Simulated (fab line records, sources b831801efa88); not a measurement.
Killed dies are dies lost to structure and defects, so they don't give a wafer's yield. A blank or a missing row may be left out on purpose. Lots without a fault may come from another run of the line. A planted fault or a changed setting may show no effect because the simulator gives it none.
fab line records | flow gf180mcu
record lots=7 wafers=21 last_day=34
route steps=602 shown M1@316
lots that met no fault: from a run of the same line without faults
start_h: hours from the record's first day to the start of the lot's first wafer shown | wait_h: hours since the lot's step before | " the same as in the row above | L1.1+2: a row that stands for several wafers | - no value, or no start given | * or withheld: withheld | < > ~ a bound
route shown NAME@n: a module of which the file shows steps, and the number in the route of the first | usual: mean/standard deviation of fault-free wafers | same: alike in all rows | chamber/n: place in a boat | sites: the reading at each site | _std_site: their standard deviation | _edge_site: outer sites' mean less inner sites' | radius_mm: how far each site lies from the wafer's centre | mask NAME#n: copy n | behind: the tool/chamber that last shaped the wafer | hold: why the lot was held/for how many hours/how that ended | device: the transistor (n, p or np) that didn't switch | end of line: the same wafers' tests at the end of the route | a step without rows: its recipe alone | killed: dies lost to structure and defects at the first sort, not the wafer's yield | map: a wafer's dies, x killed, . not, _ none there
set.NAME: the setting as run; set.NAME@STEP: as run at that earlier step | model.NAME: the simulator's own value behind a step, which no gauge read
lots at some steps of the route; a table a step, a row a wafer
services: from which hour (start_h, from the record's first day; less than 0 if before it) a tool's chamber was out of use, for how many hours, and why
## steps
# step GF_M1_SPUTTER_01
# recipe material=TiN target_thk_nm=30 power_w=6500 time_s=25 chamber_pressure_pa=0.4
# usual throttle_valve_pct=30.0/0.75
# same time_s=25
# columns lot.wafer tool chamber start_h wait_h throttle_valve_pct
L795.2 pvd_sputter-04 - 427.61 0.1 29.4
L795.4 " - " " 30.8
L795.5 " - " " 28.3
L796.3 pvd_sputter-01 - 438.28 0.1 29.7
L796.4 " - " " 29.9
L796.5 " - " " 29.8
L797.1 pvd_sputter-04 - 447.60 0.1 28.8
L797.2 " - " " 30.8
L797.3 " - " " 29.5
L800.1 pvd_sputter-04 - 464.60 0.1 30.7
L800.2 " - " " 29.8
L800.4 " - " " 30.8
L805.1 pvd_sputter-03 - 506.50 0.1 28.9
L805.2 " - " " 30.1
L805.6 " - " " 29.7
L807.1 pvd_sputter-03 - 520.90 0.1 29.0
L807.3 " - " " 29.5
L807.5 " - " " 30.1
L811.1 pvd_sputter-01 - 562.55 0.1 29.5
L811.3 " - " " 29.9
L811.6 " - " " 29.6
# step GF_M1_SPUTTER_02
# recipe material=AlCu target_thk_nm=450 power_w=10600 time_s=23.9 chamber_pressure_pa=0.4
# usual throttle_valve_pct=30.0/0.75
# same time_s=23.9
# columns lot.wafer tool chamber start_h wait_h throttle_valve_pct
L795.2 pvd_sputter-04 - 427.64 0.0 29.4
L795.4 " - " " 31.0
L795.5 " - " " 28.6
L796.3 pvd_sputter-01 - 438.31 0.0 29.8
L796.4 " - " " 30.0
L796.5 " - " " 29.5
L797.1 pvd_sputter-04 - 447.63 0.0 28.7
L797.2 " - " " 30.6
L797.3 " - " " 29.6
L800.1 pvd_sputter-04 - 464.63 0.0 30.9
L800.2 " - " " 29.3
L800.4 " - " " 31.0
L805.1 pvd_sputter-03 - 506.53 0.0 29.1
L805.2 " - " " 30.2
L805.6 " - " " 29.5
L807.1 pvd_sputter-03 - 520.94 0.0 29.0
L807.3 " - " " 29.7
L807.5 " - " " 30.3
L811.1 pvd_sputter-01 - 562.58 0.0 29.9
L811.3 " - " " 30.1
L811.6 " - " " 29.7
# step GF_M1_SPUTTER_03
# recipe material=Ti target_thk_nm=10 substrate_temp_c=300 chamber_pressure_pa=0.3 power_w=3000 time_s=6.7
# usual throttle_valve_pct=30.0/0.74
# same time_s=6.7
# columns lot.wafer tool chamber start_h wait_h throttle_valve_pct
L795.2 pvd_sputter-04 - 427.67 0.0 29.6
L795.4 " - " " 30.8
L795.5 " - " " 28.5
L796.3 pvd_sputter-01 - 438.34 0.0 29.7
L796.4 " - " " 30.4
L796.5 " - " " 30.0
L797.1 pvd_sputter-04 - 447.66 0.0 28.4
L797.2 " - " " 30.8
L797.3 " - " " 29.6
L800.1 pvd_sputter-04 - 464.66 0.0 30.9
L800.2 " - " " 29.5
L800.4 " - " " 30.8
L805.1 pvd_sputter-03 - 506.56 0.0 29.1
L805.2 " - " " 30.2
L805.6 " - " " 29.9
L807.1 pvd_sputter-03 - 520.97 0.0 29.0
L807.3 " - " " 29.9
L807.5 " - " " 30.3
L811.1 pvd_sputter-01 - 562.61 0.0 29.9
L811.3 " - " " 30.0
L811.6 " - " " 29.8
# step GF_M1_SPUTTER_04
# recipe material=TiN target_thk_nm=50 power_w=6500 time_s=42.75 chamber_pressure_pa=0.4
# usual throttle_valve_pct=30.0/0.78
# same time_s=42.75
# columns lot.wafer tool chamber start_h wait_h throttle_valve_pct
L795.2 pvd_sputter-04 - 427.69 0.0 29.8
L795.4 " - " " 30.9
L795.5 " - " " 28.1
L796.3 pvd_sputter-01 - 438.36 0.0 30.0
L796.4 " - " " 29.9
L796.5 " - " " 29.8
L797.1 pvd_sputter-04 - 447.68 0.0 28.3
L797.2 " - " " 31.0
L797.3 " - " " 29.5
L800.1 pvd_sputter-04 - 464.68 0.0 30.5
L800.2 " - " " 29.6
L800.4 " - " " 30.9
L805.1 pvd_sputter-03 - 506.58 0.0 28.9
L805.2 " - " " 30.1
L805.6 " - " " 29.8
L807.1 pvd_sputter-03 - 520.99 0.0 28.8
L807.3 " - " " 30.0
L807.5 " - " " 30.4
L811.1 pvd_sputter-01 - 562.63 0.0 29.5
L811.3 " - " " 29.8
L811.6 " - " " 29.8
# step GF_M1_RS_MEAS_05
# recipe thk_meas_gauge=four-point-probe reads=TiN_of_M1_SPUTTER_04+Ti_of_M1_SPUTTER_03+AlCu_of_M1_SPUTTER_02+TiN_of_M1_SPUTTER_01+Ti_of_M1_SPUTTER_00
# usual M1_ALCU_RS=0.0697/0.00086
# columns lot.wafer tool chamber start_h wait_h M1_ALCU_RS[ohm/sq]
L795.2 film_metro-03 - 427.75 0.0 0.0701
L795.4 " - " " 0.0702
L795.5 " - " " 0.0697
L796.3 film_metro-01 - 438.44 0.1 0.0701
L796.4 " - " " 0.0701
L796.5 " - " " 0.0701
L797.1 film_metro-03 - 447.72 0.0 0.0679
L797.2 " - " " 0.0687
L797.3 " - " " 0.0689
L800.1 film_metro-01 - 464.72 0.0 0.0697
L800.2 " - " " 0.0692
L800.4 " - " " 0.0693
L805.1 film_metro-04 - 506.62 0.0 0.0680
L805.2 " - " " 0.0677
L805.6 " - " " 0.0678
L807.1 film_metro-03 - 521.03 0.0 0.0691
L807.3 " - " " 0.0680
L807.5 " - " " 0.0684
L811.1 film_metro-03 - 562.67 0.0 0.0693
L811.3 " - " " 0.0683
L811.6 " - " " 0.0693
# step GF_M1_THK_MEAS_06
# recipe thk_meas_gauge=xrf reads=AlCu_of_M1_SPUTTER_02
# usual M1_ALCU_THK=449/5.9
# columns lot.wafer tool chamber start_h wait_h M1_ALCU_THK[nm]
L795.2 film_metro-03 - 427.86 0.1 446
L795.4 " - " " 443
L795.5 " - " " 447
L796.3 film_metro-01 - 438.54 0.1 448
L796.4 " - " " 449
L796.5 " - " " 448
L797.1 film_metro-03 - 447.84 0.1 455
L797.2 " - " " 450
L797.3 " - " " 451
L800.1 film_metro-01 - 464.84 0.1 447
L800.2 " - " " 452
L800.4 " - " " 451
L805.1 film_metro-04 - 506.74 0.1 460
L805.2 " - " " 464
L805.6 " - " " 463
L807.1 film_metro-03 - 521.15 0.1 450
L807.3 " - " " 460
L807.5 " - " " 456
L811.1 film_metro-03 - 562.79 0.1 451
L811.3 " - " " 459
L811.6 " - " " 448
# step GF_M1_DEHYDRATE_07
# recipe temp_c=200 time_s=60
# step GF_M1_HMDS_08
# recipe prime_time_s=60 prime_temp_c=120
# step GF_M1_COAT_09
# recipe resist=KrF spin_rpm=withheld resist_thk_nm=1000
# step GF_M1_SOFTBAKE_10
# recipe temp_c=130 time_s=60 resist=KrF
# step GF_M1_EXPOSE_11
# recipe mask_id=Metal1 target_cd_nm=230 na=0.68 source_shape=conventional sigma_outer=0.6 dose_mj=28
# step GF_M1_PEB_12
# recipe peb_temp_c=135 peb_time_s=90 resist=KrF
# step GF_M1_DEVELOP_13
# recipe develop_time_s=60 dev_temp_c=21.84
# usual chill_plate_temp_C=23.01/0.097 develop_time_s=60/0
# columns lot.wafer tool chamber start_h wait_h chill_plate_temp_C develop_time_s model.KrF_of_M1_COAT_09.thk_nm
L795.2 litho_track-02 - 451.48 0.2 - - 1005
L795.4 " - " " - - 998.9
L795.5 " - " " - - 1002
L796.3 litho_track-01 - 462.91 0.1 - - 1003
L796.4 " - " " - - 998
L796.5 " - " " - - 996.2
L797.1 litho_track-03 - 471.65 0.2 - - 1005
L797.2 " - " " - - 1002
L797.3 " - " " - - 1003
L800.1 litho_track-02 0 488.25 0.2 23.01 60 984.5
L800.2 " 0 " " 22.84 60 989.2
L800.4 " 0 " " 23.03 60 986.4
L805.1 litho_track-03 0 529.80 0.2 23.13 60 984.8
L805.2 " 0 " " 23.19 60 987.3
L805.6 " 0 " " 23.19 60 985.8
L807.1 litho_track-01 0 543.86 0.2 22.97 60 981
L807.3 " 0 " " 22.96 60 980.7
L807.5 " 0 " " 23.13 60 980.2
L811.1 litho_track-02 0 584.65 0.2 23.21 60 988
L811.3 " 0 " " 23.08 60 986.5
L811.6 " 0 " " 23.04 60 989.1
# step GF_M1_CD_MEAS_14
# recipe target_cd_nm=230
# usual cd_nm=229.8/1
# columns lot.wafer tool chamber start_h wait_h cd_nm
L795.2 cd_sem-01 - 451.62 0.1 -
L795.4 " - " " -
L795.5 " - " " -
L796.3 cd_sem-02 - 463.05 0.1 -
L796.4 " - " " -
L796.5 " - " " -
L797.1 cd_sem-02 - 471.80 0.1 -
L797.2 " - " " -
L797.3 " - " " -
L800.1 cd_sem-01 - 488.40 0.1 229.5
L800.2 " - " " 228.8
L800.4 " - " " 229.8
L805.1 cd_sem-01 - 529.95 0.1 227.8
L805.2 " - " " 229.2
L805.6 " - " " 227.8
L807.1 cd_sem-02 - 544.01 0.1 229.1
L807.3 " - " " 230.4
L807.5 " - " " 229.8
L811.1 cd_sem-02 - 584.80 0.1 230.5
L811.3 " - " " 230.7
L811.6 " - " " 230.1
## services
# columns tool chamber start_h hours kind
pvd_sputter-03 - 407.76 7.0 repair
pvd_sputter-03 - 410.56 20.0 repair
pvd_sputter-04 - 416.21 4.9 repair
pvd_sputter-01 - 424.91 6.7 repair
pvd_sputter-03 - 436.86 3.2 repair
pvd_sputter-03 1 440.55 - consumable_replace:kit
pvd_sputter-03 1 440.55 18.0 scheduled_down
pvd_sputter-03 1 440.55 18.0 vent_cycle
pvd_sputter-01 - 443.66 4.0 repair
pvd_sputter-04 0 450.83 - consumable_replace:kit
pvd_sputter-04 0 450.83 18.0 scheduled_down
pvd_sputter-04 0 450.83 18.0 vent_cycle
pvd_sputter-03 - 490.12 4.1 repair
pvd_sputter-04 - 499.24 3.4 repair
pvd_sputter-03 - 535.26 0.9 repair
pvd_sputter-01 1 548.08 - consumable_replace:kit
pvd_sputter-01 1 548.08 18.0 scheduled_down
pvd_sputter-01 1 548.08 18.0 vent_cycle
pvd_sputter-01 - 554.83 7.3 repair
litho_track-02 - 565.44 - consumable_replace:filter
## key
first_sign step=GF_M1_DEVELOP_13 reading=tool_record direction=missing
effect none on later readings
model_effect step=GF_M1_DEVELOP_13 value=KrF_of_M1_COAT_09.thk_nm without=986.4 struck=1001
met_at GF_M1_DEVELOP_13
struck_wafers L795.2,L795.4,L795.5,L796.3,L796.4,L796.5,L797.1,L797.2,L797.3
later_rows_left_out L795.2,L795.4,L795.5,L796.3,L796.4,L796.5,L797.1,L797.2,L797.3
sort_left_out L795.2,L795.4,L795.5,L796.3,L796.4,L796.5,L797.1,L797.2,L797.3
fault kind=skipped_step_whole tool=litho_track-01,litho_track-02,litho_track-03 chamber=- onset_h=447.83 steps=GF_M1_DEVELOP_13 scope=struck_lots_only
# sort_left_out: the simulated sort isn't trusted on such a fault, so these wafers' sort isn't shown, and their yield isn't known
# later_rows_left_out: the simulator's readings of these wafers behind a module that went badly wrong aren't trusted and aren't shown, but for the sort
